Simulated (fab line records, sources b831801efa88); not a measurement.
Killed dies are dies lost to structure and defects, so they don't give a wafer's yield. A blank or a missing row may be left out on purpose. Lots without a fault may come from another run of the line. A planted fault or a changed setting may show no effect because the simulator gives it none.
Problem report in the 8D (eight disciplines) form, filled by code | flow gf180mcu | the parts of the form that need people (team, actions taken, sign-off) are left out

1. THE PROBLEM
NWELL_TW at GF_NWELL_TW_MEAS_11 reads a mean of 1744 on 2 wafers of 2 lots; wafers without a fault read 1563 with a standard deviation of 9.5. That is +19 standard deviations from the usual mean.
First seen on wafer L813.1, day 5 21:57, on film_metro-03. The record holds 33 wafers of 11 lots with a number at this step. Rule for "out", or "out of limits": more than 4 standard deviations from the usual mean. The other wafers with a number count as sound.

2. WHAT IT IS AND WHAT IT IS NOT
question                    | is               | is not
which readings at this step | NWELL_TW         | -
which lots                  | L813, L815       | L804, L806, L809, L811, L814, L820, L823, L824, L825
which wafers of those lots  | L813.1, L815.1   | L813.4, L813.5, L815.3, L815.4
read on which gauges        | film_metro-03    | film_metro-02, film_metro-04
when                        | from day 5 21:57 | up to then (14 sound wafers); but 17 sound wafers of L814, L815, L820, L823, L824, L825 came after

3. SUSPECTS, AND WHAT RULES EACH OUT
Counting: a tool at a process step up to the reading stays a suspect if it ran every lot that is out. Sound lots after the first of them don't rule it out here, since some wafers of a struck lot are sound.
- the gauge at GF_NWELL_TW_MEAS_11: ruled out. All the wafers that are out were read on film_metro-03, but those of them that GF_DNWELL_STRIP_08 has rows for are out there too, on other tools.
- litho_track-02 at GF_DNWELL_COAT_02 (resist thk 3000 nm): kept. It ran every lot that is out, first L813 (day 5 00:02); its last sound lot up to then is L811 (day 4 11:25).
Left after counting: litho_track-02 at GF_DNWELL_COAT_02.

4. THE CAUSE (what the simulator had put in)
Process parameter drift: litho_track-02, from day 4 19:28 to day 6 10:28, at GF_DNWELL_COAT_02. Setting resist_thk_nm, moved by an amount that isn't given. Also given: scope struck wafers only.
Counting left only this tool.

5. THE CHAIN OF EFFECTS, in route order
Each row: a reading whose mean over the struck wafers that have a number lies more than 3 standard deviations from the usual. Only readings for which the record gives a usual standard deviation are gone through. hours: the time from each lot's start at the first step in this table that gives one to its start at this step, as a median over the lots. sigmas: the change in usual standard deviations.
hours | step                  | reading                  | usual   | on struck wafers | change | sigmas
0     | GF_DNWELL_STRIP_08    | strip_time_to_endpoint_s | 36.97 s | 22.05            | -14.92 | -99 or more
15    | GF_NWELL_TW_MEAS_11   | NWELL_TW                 | 1563    | 1744             | +181   | +19
31    | GF_LVPWELL_TW_MEAS_11 | LVPWELL_TW               | 557     | 1222             | +664   | +99 or more
47    | GF_MVSD_TW_MEAS_11    | MVSD_TW                  | 1566    | 1744             | +178   | +19
The process steps in it:
- GF_DNWELL_STRIP_08: strips in O2/N2.
Later measuring or inspecting steps at which every struck wafer that the step has a row for has a number for every such reading, and none has moved that far: GF_LVPWELL_OVL_MEAS_07.

6. WHAT WOULD HAVE CAUGHT IT SOONER
In this record the first reading out of limits at a measuring or inspecting step was taken at day 5 21:57, 26 hours after the fault began at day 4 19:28.
Of the tool readings at GF_DNWELL_COAT_02 for which the record gives a usual standard deviation, none was out on any struck wafer, so an alarm limit of 4 standard deviations on them would not have fired.
All the lots that are out (2) had begun GF_DNWELL_COAT_02 on litho_track-02 by day 5 21:57. A hold on the tool at that time would have spared none of them.
